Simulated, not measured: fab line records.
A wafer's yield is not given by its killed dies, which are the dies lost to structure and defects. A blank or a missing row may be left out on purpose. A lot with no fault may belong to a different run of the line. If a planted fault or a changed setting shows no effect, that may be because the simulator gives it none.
Check of tool commonality    flow sky130    Sampled: 10 lots, 30 wafers

## THE REASON FOR OPENING IT
SKY_SD_N_RS_MEAS_17, reading SD_P_RS: flagged on 2 of 10 lots. Wafers without a fault read 147.0 ohm/sq, standard deviation 0.48.
Rule: flag the lot when none of its wafers has a number, or when each of its wafers that has one lies beyond 4 standard deviations from that mean. The rest of the lots are taken to be sound.

lot   measured      on            SD_P_RS (ohm/sq), wafer by wafer  flag
L686  day 27 20:35  filmMetro-02  146.4 146.8 146.8                 
L687  day 28 07:35  filmMetro-02  146.2 146.3 146.2                 
L688  day 28 17:46  filmMetro-04  146.8 146.4 146.7                 
L689  day 29 07:47  filmMetro-01  147.2 147.0 146.8                 
L692  day 30 09:19  filmMetro-01  147.0 147.0 146.9                 
L698  day 32 18:08  filmMetro-04  151.0 151.4 151.7                 FLAGGED
L701  day 33 03:59  filmMetro-01  151.8 151.4 150.9                 FLAGGED
L703  day 33 22:34  filmMetro-02  146.1 146.8 146.4                 
L706  day 34 12:47  filmMetro-01  147.2 147.4 147.7                 
L709  day 36 03:55  filmMetro-04  146.9 146.6 146.5                 
The mean of the flagged lots' numbers is 151.4 ohm/sq, +4.4 ohm/sq from the usual (+9 standard deviations).

## WHICH TOOL EACH LOT WENT THROUGH
Before the reading, the record contains 2 process steps out of a 708-step route. Each cell gives the tool, then ch followed by the chambers the sampled wafers passed through, then the start.
lot   flag     SKY_SD_P_IMPLANT_09              SKY_SD_P_STRIP_10
L686           implanter-01 ch 0, day 25 08:27  plasmaAsher-02 ch 0, day 25 08:34
L687           implanter-03 ch 0, day 25 21:22  plasmaAsher-01 ch 0,1, day 25 21:31
L688           implanter-03 ch 0, day 26 07:44  plasmaAsher-01 ch 0,1, day 26 07:52
L689           implanter-03 ch 0, day 26 22:35  plasmaAsher-01 ch 0, day 26 22:43
L692           implanter-01 ch 0, day 27 23:22  plasmaAsher-04 ch 0,1, day 27 23:29
L698  FLAGGED  implanter-01 ch 0, day 30 10:26  plasmaAsher-02 ch 0,1, day 30 10:34
L701  FLAGGED  implanter-01 ch 0, day 30 21:23  plasmaAsher-04 ch 0,1, day 30 21:29
L703           implanter-03 ch 0, day 31 15:46  plasmaAsher-02 ch 0,1, day 31 15:55
L706           implanter-03 ch 0, day 32 06:30  plasmaAsher-01 ch 0,1, day 32 06:37
L709           implanter-01 ch 0, day 33 22:05  plasmaAsher-04 ch 0,1, day 33 22:14
These steps, and what they do:
- SKY_SD_P_IMPLANT_09
- SKY_SD_P_STRIP_10: strips in O2/N2.
- SKY_SD_N_RS_MEAS_17: measures by four-point-probe.

## FLAGGED OVER TOTAL, TOOL BY TOOL (the gauges that took the reading come last)
step                 tool            lots run  flagged  share of the flagged lots  sound lots run after its first flagged lot
SKY_SD_P_IMPLANT_09  implanter-01    5         2        all                        1 (L709)
SKY_SD_P_IMPLANT_09  implanter-03    5         0        none                       -
SKY_SD_P_STRIP_10    plasmaAsher-01  4         0        none                       -
SKY_SD_P_STRIP_10    plasmaAsher-02  3         1        some                       1 (L703)
SKY_SD_P_STRIP_10    plasmaAsher-04  3         1        some                       1 (L709)
SKY_SD_N_RS_MEAS_17  filmMetro-01    4         1        some                       1 (L706)
SKY_SD_N_RS_MEAS_17  filmMetro-02    3         0        none                       -
SKY_SD_N_RS_MEAS_17  filmMetro-04    3         1        some                       1 (L709)

## WHAT THE TABLE PERMITS
1 row of the table ran every flagged lot: implanter-01 at SKY_SD_P_IMPLANT_09.
- implanter-01 at SKY_SD_P_IMPLANT_09 ran 5 lots, 2 of them flagged. After the first flagged lot (L709), sound lots still ran on it; a lasting fault on the whole tool would not permit that. Its own readings (beamEnergyKeV) fall more than 4 standard deviations out on all wafers of the flagged lots.
No row of the table ran every flagged lot and no sound lot after the first.

## WHAT WAS PUT IN BY THE SIMULATOR
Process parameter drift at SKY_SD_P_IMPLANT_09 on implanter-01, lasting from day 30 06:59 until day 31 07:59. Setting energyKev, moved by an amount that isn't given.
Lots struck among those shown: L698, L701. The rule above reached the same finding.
